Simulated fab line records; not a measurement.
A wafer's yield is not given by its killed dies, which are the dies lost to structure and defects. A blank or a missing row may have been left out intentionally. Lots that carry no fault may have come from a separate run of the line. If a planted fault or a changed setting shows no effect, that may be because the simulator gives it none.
fab line records	flow sky130
record lots=11	wafers=32	last-day=51
route steps=708 shown CAPM@537 METAL3@565 VIA3@573 PAD_OPEN@708
lots untouched by any fault: they come from a run of this same line in which no faults occurred
start-h: start of the lot's first displayed wafer, in hours after the record's first day	wait-h: time in hours since the lot's previous step	" the same as in the row above	L1.1+2: several wafers, shown together as one row	- no value present, or no start provided	* or withheld: withheld	< > ~ a bound
route shown NAME@n: a module of which the file shows steps, and the number in the route of the first	usual: the fault-free wafers' mean and standard deviation	same: alike in all rows	chamber/n: place in a boat	sites: readings site by site	_std_site: the values' standard deviation	_edge_site: the outer-site mean with the inner-site mean subtracted	radius-mm: for every site, how far away it sits from the centre of the wafer	mask NAME#n: copy n	behind: the most recent tool/chamber to have shaped the wafer	hold: why the lot went on hold/how many hours it stayed there/how the hold came to an end	device: transistor that didn't switch, given as n, p or np	end of line: tests run on the same wafers once the route is complete	step lacking rows: just its recipe	killed: the dies lost at the first sort to structure and to defects; this is not the yield of the wafer	map: per-die view of a wafer (x killed, . not killed, _ where there is no die)
set.NAME: the run value of the setting; set.NAME@STEP: its run value at that earlier step	model.NAME: the simulator's own value behind a step, which no gauge read
steps of the route over a sample of lots; a table a step, a row a wafer
services: when a tool's chamber went out of use (start-h, in hours from the record's first day, below 0 if earlier), for how many hours, and the reason
## steps
# step SKY_CAPM_CVD_00
# recipe material=SiO2	target-thk-nm=15.5	temp-c=400	time-s=withheld	rf-w=450
# usual heater-power-w=705/85	susceptor-temp-C=399.99/0.24
lot.wafer	tool	chamber	start-h	wait-h	heater-power-w	susceptor-temp-C
L787.1	pecvd-03	2	835.38	0.0	585	399.60
L787.2	"	0	"	"	729	400.10
L787.4	"	0	"	"	752	400.00
L788.1	pecvd-02	0	858.37	0.0	711	399.95
L788.3	"	2	"	"	800	399.89
L788.6	"	0	"	"	752	399.87
L790.1	pecvd-03	0	884.28	0.0	733	400.15
L790.4	"	0	"	"	759	400.15
L790.5	"	1	"	"	723	400.00
L792.1	pecvd-04	0	903.32	0.0	740	399.85
L792.4	"	0	"	"	746	399.37
L792.5	"	0	"	"	763	400.04
L793.1	pecvd-02	1	918.41	0.0	666	400.34
L793.4	"	0	"	"	668	400.00
L793.6	"	2	"	"	789	399.87
L795.2	pecvd-04	0	918.76	0.0	790	399.58
L795.3	"	0	"	"	786	399.93
L795.6	"	1	"	"	758	399.81
L794.1	pecvd-03	1	923.21	0.0	618	399.98
L794.2	"	0	"	"	763	400.25
L794.5	"	0	"	"	779	400.30
L798.5	pecvd-02	2	967.81	0.0	788	400.17
L798.6	"	1	"	"	648	399.92
L804.2	pecvd-03	0	972.81	0.0	768	400.06
L804.4	"	0	"	"	774	400.05
L804.5	"	2	"	"	604	399.88
L809.1	pecvd-04	0	1003.67	0.0	811	399.58
L809.3	"	2	"	"	564	400.22
L809.5	"	2	"	"	537	400.23
L810.2	pecvd-02	2	1016.56	0.0	796	400.24
L810.5	"	0	"	"	738	400.21
L810.6	"	1	"	"	795	400.49
# step SKY_CAPM_SPUTTER_02
# recipe material=TiN	target-thk-nm=200	temp-c=300	power-w=6500	time-s=166.7	chamber-pressure-pa=0.4
# usual susceptor-temp-C=300.00/0.19	throttle-valve-pct=29.5/1.1
lot.wafer	tool	chamber	start-h	wait-h	susceptor-temp-C	throttle-valve-pct
L787.1	pvd-sputter-04	-	835.46	0.1	299.81	30.3
L787.2	"	-	"	"	299.84	29.3
L787.4	"	-	"	"	299.96	28.0
L788.1	pvd-sputter-04	-	858.46	0.1	299.98	28.5
L788.3	"	-	"	"	300.18	29.8
L788.6	"	-	"	"	300.27	29.4
L790.1	pvd-sputter-04	-	884.36	0.1	299.96	30.2
L790.4	"	-	"	"	299.85	29.0
L790.5	"	-	"	"	299.85	28.8
L792.1	pvd-sputter-04	-	903.41	0.1	300.17	28.4
L792.4	"	-	"	"	300.35	29.0
L792.5	"	-	"	"	300.18	29.0
L793.1	pvd-sputter-03	-	918.49	0.1	300.00	30.7
L793.4	"	-	"	"	300.25	31.0
L793.6	"	-	"	"	300.02	30.9
L795.2	pvd-sputter-03	-	918.85	0.0	300.23	31.1
L795.3	"	-	"	"	300.12	31.1
L795.6	"	-	"	"	300.02	31.2
L794.1	pvd-sputter-02	-	923.29	0.1	300.15	31.1
L794.2	"	-	"	"	300.25	29.0
L794.5	"	-	"	"	300.25	29.0
L798.5	pvd-sputter-04	-	967.94	0.1	299.93	29.7
L798.6	"	-	"	"	300.05	30.3
L804.2	pvd-sputter-03	-	972.89	0.0	299.97	31.1
L804.4	"	-	"	"	299.90	28.9
L804.5	"	-	"	"	299.98	28.9
L809.1	pvd-sputter-04	-	1003.75	0.1	300.14	29.5
L809.3	"	-	"	"	299.67	28.5
L809.5	"	-	"	"	299.99	30.3
L810.2	pvd-sputter-03	-	1016.64	0.0	299.89	29.1
L810.5	"	-	"	"	300.22	27.6
L810.6	"	-	"	"	299.93	31.2
# step SKY_METAL3_DESCUM_15
# recipe chemistry=O2	source-power-w=150	bias-power-w=0	pressure-mtorr=10	temp-c=40	time-s=8
# usual drypump-motor-current-A=6.0/0.44	oes-product-au=1.000/0.0095
lot.wafer	tool	chamber	start-h	wait-h	drypump-motor-current-A	oes-product-au	rf-hours-counter-h
L787.1	rie-metal-01	0	888.52	0.0	5.9	1.001	6
L787.2	"	1	"	"	5.2	1.003	3
L787.4	"	0	"	"	5.9	0.985	-
L788.1	rie-metal-01	1	910.95	0.0	5.2	1.005	4
L788.3	"	1	"	"	5.2	1.003	-
L788.6	"	1	"	"	5.2	1.001	-
L790.1	rie-metal-02	0	934.47	0.0	6.4	1.006	12
L790.4	"	0	"	"	6.3	0.999	-
L790.5	"	0	"	"	6.4	1.010	-
L792.1	rie-metal-04	0	952.57	0.0	5.8	1.010	0
L792.4	"	0	"	"	5.8	1.018	-
L792.5	"	0	"	"	5.9	1.011	-
L793.1	rie-metal-01	1	967.74	0.0	5.2	0.992	7
L793.4	"	0	"	"	5.9	0.980	-
L793.6	"	1	"	"	5.2	0.999	-
L795.2	rie-metal-02	0	968.40	0.0	6.3	1.018	14
L795.3	"	0	"	"	6.4	1.004	-
L795.6	"	0	"	"	6.4	1.006	-
L794.1	rie-metal-02	1	972.54	0.0	6.1	1.001	1
L794.2	"	0	"	"	6.4	1.003	14
L794.5	"	1	"	"	6.2	0.999	-
L798.5	rie-metal-02	1	1015.74	0.0	6.1	1.003	-
L798.6	"	0	"	"	6.4	1.010	-
L804.2	rie-metal-01	1	1020.80	0.0	5.2	1.004	10
L804.4	"	1	"	"	5.2	1.000	-
L804.5	"	0	"	"	5.9	0.989	-
L809.1	rie-metal-01	0	1049.04	0.0	5.8	0.985	15
L809.3	"	0	"	"	5.9	0.999	-
L809.5	"	0	"	"	5.9	0.992	-
L810.2	rie-metal-04	0	1061.69	0.0	5.8	1.005	7
L810.5	"	0	"	"	5.8	1.004	-
L810.6	"	1	"	"	6.5	0.987	-
# step SKY_VIA3_HDPCVD_00
# recipe material=SiO2	target-thk-nm=1635	sigma-open-frac=0.3	time-s=272.5	temp-c=400	sih4-flow-sccm=60	pressure-mtorr=6
# usual susceptor-temp-C=400.01/0.19
lot.wafer	tool	chamber	start-h	wait-h	susceptor-temp-C
L787.1	hdpcvd-01	0	889.44	0.0	400.13
L787.2	"	1	"	"	400.13
L787.4	"	0	"	"	400.32
L788.1	hdpcvd-02	0	912.38	0.0	399.97
L788.3	"	2	"	"	400.29
L788.6	"	2	"	"	400.18
L790.1	hdpcvd-01	0	935.52	0.0	399.79
L790.4	"	2	"	"	399.86
L790.5	"	0	"	"	399.94
L792.1	hdpcvd-01	0	953.49	0.0	399.93
L792.4	"	2	"	"	400.05
L792.5	"	0	"	"	400.28
L793.1	hdpcvd-01	2	968.70	0.0	399.98
L793.4	"	1	"	"	400.09
L793.6	"	2	"	"	400.20
L795.2	hdpcvd-01	0	969.36	0.0	399.75
L795.3	"	1	"	"	399.74
L795.6	"	2	"	"	399.90
L794.1	hdpcvd-02	1	973.49	0.0	399.84
L794.2	"	2	"	"	400.26
L794.5	"	0	"	"	399.78
L798.5	hdpcvd-01	1	1016.72	0.1	400.03
L798.6	"	2	"	"	400.03
L798.5	hdpcvd-01	1	1017.06	0.3	399.99
L798.6	"	2	"	"	400.03
L804.2	hdpcvd-02	1	1021.72	0.0	399.87
L804.4	"	0	"	"	400.11
L804.5	"	1	"	"	400.01
L804.2	hdpcvd-02	1	1022.06	0.3	400.19
L804.4	"	0	"	"	399.82
L804.5	"	1	"	"	400.12
L809.1	hdpcvd-02	0	1050.09	0.0	400.43
L809.3	"	1	"	"	399.85
L809.5	"	1	"	"	400.42
L810.2	hdpcvd-02	0	1062.61	0.0	400.43
L810.5	"	1	"	"	399.70
L810.6	"	2	"	"	399.87
# step SKY_VIA3_THK_MEAS_01
# recipe reads=SiO2_of_VIA3_HDPCVD_00
# usual VIA3_HDPCVD_THK=1636/16
lot.wafer	tool	chamber	start-h	wait-h	VIA3_HDPCVD_THK[nm]
L787.1	film-metro-03	-	889.69	0.2	1650
L787.2	"	-	"	"	1653
L787.4	"	-	"	"	1649
L788.1	film-metro-01	-	912.55	0.1	1625
L788.3	"	-	"	"	1600
L788.6	"	-	"	"	1596
L790.1	film-metro-02	-	935.69	0.1	1633
L790.4	"	-	"	"	1623
L790.5	"	-	"	"	1641
L792.1	film-metro-03	-	953.66	0.1	1615
L792.4	"	-	"	"	1625
L792.5	"	-	"	"	1629
L793.1	film-metro-01	-	968.87	0.1	1638
L793.4	"	-	"	"	1640
L793.6	"	-	"	"	1651
L795.2	film-metro-03	-	969.54	0.1	1624
L795.3	"	-	"	"	1626
L795.6	"	-	"	"	1602
L794.1	film-metro-01	-	973.65	0.1	1630
L794.2	"	-	"	"	1650
L794.5	"	-	"	"	1670
L798.5	film-metro-02	-	1017.18	0.0	3279
L798.6	"	-	"	"	3280
L804.2	film-metro-02	-	1022.24	0.1	3297
L804.4	"	-	"	"	3269
L804.5	"	-	"	"	3258
L809.1	film-metro-03	-	1050.26	0.1	1622
L809.3	"	-	"	"	1626
L809.5	"	-	"	"	1641
L810.2	film-metro-03	-	1062.78	0.1	1627
L810.5	"	-	"	"	1631
L810.6	"	-	"	"	1629
# step SKY_PAD_OPEN_PROBE_99
# usual defect-limited-yield=82.4/2.1	killed_at_M0_to_M3=44/7.4	killed_at_M4_up=3.2/2	killed-at-contacts=24/5.1	killed-at-front-end=15/4.8	killed-at-other=0.2/0.46	killed-dies=86/10	killed-open=47/7.5	killed-short=39/7	sort_bin_3_pad_short=0.9/0.4	sort_bin_5_function=10.4/1.5	sort_bin_6_memory=6.3/1.2	sort-n-pass=406/10	sort-yield-pct=82.4/2.1
# same gross-dies=492	killed-at-back-side=0	sort_bin_4_leakage[%]=0	sort_bin_8_speed[%]=0
lot.wafer	tool	chamber	start-h	wait-h	defect-limited-yield[%]	killed_at_M0_to_M3	killed_at_M4_up	killed-at-contacts	killed-at-front-end	killed-at-other	killed-dies	killed-open	killed-short	sort_bin_3_pad_short[%]	sort_bin_5_function[%]	sort_bin_6_memory[%]	sort-n-pass	sort-yield-pct[%]
L794.1	prober-01	-	1133.79	0.1	81.9	39	5	28	17	0	89	48	40	0.2	12.2	5.7	403	81.9
L794.2	prober-01	-	1133.84	0.1	85.2	33	1	27	12	0	73	51	22	0.4	8.5	5.9	419	85.2
L794.5	prober-01	-	1133.99	0.2	86.4	30	4	14	19	0	67	40	27	0.8	6.9	5.9	425	86.4
L804.2	prober-02	-	1173.49	0.1	86.0	37	1	21	10	0	69	49	20	0.6	9.3	4.1	423	86.0
L804.4	prober-02	-	1173.59	0.2	82.3	38	5	29	15	0	87	34	53	0.8	11.2	5.7	405	82.3
# killed by level:class
L794.1 CONTACT:geometric-particle:open=10 METAL2:geometric-particle:short=8 VIA1:geometric-particle:open=7 FIELD_ISO:geometric-particle:open=6 LI_CONTACT:geometric-particle:open=6 METAL1:geometric-particle:short=6 LOCAL_INTERCONNECT:geometric-particle:short=5 VIA3:geometric-particle:open=5
L794.2 LI_CONTACT:geometric-particle:open=11 CONTACT:geometric-particle:open=9 VIA3:geometric-particle:open=7 VIA1:geometric-particle:open=7 VIA2:geometric-particle:open=6 FIELD_ISO:geometric-particle:open=4 CONTACT:geometric-particle:short=4 METAL1:geometric-particle:short=4
L794.5 LI_CONTACT:geometric-particle:open=7 VIA1:geometric-particle:open=6 FIELD_ISO:geometric-particle:open=5 POLY_GATE:geometric-particle:short=5 CONTACT:geometric-particle:open=5 VIA2:geometric-particle:open=5 VIA3:geometric-particle:open=5 POLY_GATE:geometric-particle:open=4
L804.2 CONTACT:geometric-particle:open=9 VIA1:geometric-particle:open=9 LI_CONTACT:geometric-particle:open=8 VIA3:geometric-particle:open=8 VIA2:geometric-particle:open=6 METAL2:geometric-particle:short=4 VIA1:geometric-particle:short=4 POLY_GATE:geometric-particle:open=3
L804.4 LOCAL_INTERCONNECT:geometric-particle:short=9 VIA2:geometric-particle:open=7 CONTACT:geometric-particle:open=7 POLY_GATE:geometric-particle:short=6 VIA1:geometric-particle:short=6 LI_CONTACT:geometric-particle:open=6 METAL1:geometric-particle:short=6 FIELD_ISO:geometric-particle:short=5
## services
tool	chamber	start-h	hours	kind
pecvd-02	2	811.55	20.1	repair
hdpcvd-01	0	812.92	6.5	repair
pvd-sputter-03	-	824.89	4.6	repair
hdpcvd-02	-	867.18	5.5	pm
hdpcvd-01	2	887.07	5.7	repair
hdpcvd-01	-	891.13	0.3	repair
pecvd-04	1	896.88	13.6	repair
hdpcvd-02	-	900.40	4.3	pm
pecvd-03	-	906.53	2.8	pm
pecvd-03	-	910.84	3.5	repair
pecvd-03	0	918.61	3.9	repair
rie-metal-02	-	948.00	1.4	pm
hdpcvd-02	-	950.25	15.0	pm
pecvd-03	1	977.01	8.1	repair
pecvd-03	-	993.19	0.8	pm
pecvd-03	-	1001.39	18.6	repair
hdpcvd-02	-	1007.24	2.0	repair
hdpcvd-02	-	1008.46	0.4	repair
pvd-sputter-04	-	1017.32	0.9	repair
pecvd-03	-	1018.43	1.3	repair
hdpcvd-02	0	1024.92	3.8	repair
pvd-sputter-03	-	1044.63	1.0	repair
rie-metal-01	1	1047.91	1.8	repair
pvd-sputter-04	-	1060.28	27.0	repair
## key
first-sign step=SKY_VIA3_HDPCVD_00	reading=visit	direction=added
effect step=SKY_VIA3_THK_MEAS_01	reading=VIA3_HDPCVD_THK	direction=up	sigmas=99+	usual=1636	struck=3277
met-at SKY_VIA3_HDPCVD_00
struck-lots L798,L804
not-acting-at SKY_CAPM_CVD_00,SKY_CAPM_SPUTTER_02,SKY_METAL3_DESCUM_15
fault kind=repeated-step-whole	tool=hdpcvd-01,hdpcvd-02	chamber=-	onset-h=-	steps=SKY_VIA3_HDPCVD_00	times=1	scope=struck-lots-only
